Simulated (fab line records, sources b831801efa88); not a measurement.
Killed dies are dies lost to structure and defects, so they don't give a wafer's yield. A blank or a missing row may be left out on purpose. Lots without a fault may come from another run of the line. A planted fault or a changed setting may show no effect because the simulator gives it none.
Chamber matching | flow gf180mcu | GF_CONTACT_CMP_04 on cmp-01: 4 sister chambers
The step polishes SiO2. 8 wafers are shown with their chamber, then 12 later ones without.

WAFERS WITH THEIR CHAMBER
wafer  | chamber | motor_current_A (A) | time_to_endpoint_s (s)
L085.5 | 2       | 12.8                | 127
L087.2 | 3       | 12.9                | 110
L087.6 | 0       | 12.0                | 127
L088.3 | 3       | 13.1                | 107
L088.6 | 0       | 11.9                | 126
L090.3 | 1       | 11.9                | 110
L090.4 | 2       | 12.7                | 118
L090.6 | 1       | 12.0                | 114

WAFERS WITHOUT THEIR CHAMBER
wafer  | motor_current_A (A) | time_to_endpoint_s (s)
L091.3 | 13.2                | 117
L091.4 | 13.7                | 120
L091.5 | 11.9                | 121
L094.2 | 12.7                | 121
L094.3 | 11.5                | 119
L094.4 | 12.7                | 125
L093.3 | 11.9                | 123
L093.4 | 12.8                | 118
L093.6 | 11.8                | 125
L096.2 | 12.0                | 118
L096.3 | 12.5                | 110
L096.5 | 12.8                | 126

WHICH CHAMBER EACH WENT THROUGH
wafer  | from the rows above          | in truth
L091.3 | can't be placed: 3 or 2      | 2
L091.4 | 3                            | 3
L091.5 | can't be placed: 0 or 1      | 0
L094.2 | 2                            | 2
L094.3 | can't be placed: 1 or 0      | 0
L094.4 | 2                            | 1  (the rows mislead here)
L093.3 | can't be placed: 0 or 1      | 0
L093.4 | 2                            | 2
L093.6 | 0                            | 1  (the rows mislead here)
L096.2 | can't be placed: 1 or 0      | 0
L096.3 | can't be placed: 2 or 3 or 1 | 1
L096.5 | 2                            | 2
Placed correctly: 4 of 12. Can't be placed from these rows: 6 (the true chamber is among the candidates in 6). Placed wrongly: 2.
How it was worked out, from the rows above alone: a wafer's distance from a chamber is the root of the sum, over the readings, of the square of ((its reading less the chamber's mean) divided by the reading's scatter). The wafer belongs to the nearest chamber; if the next one is less than 2 further off, it can't be placed. A chamber's mean is the mean of its shown wafers. The scatter: the root of (the sum of the squares of (reading less its chamber's mean) over the shown wafers, divided by (wafers less chambers)).
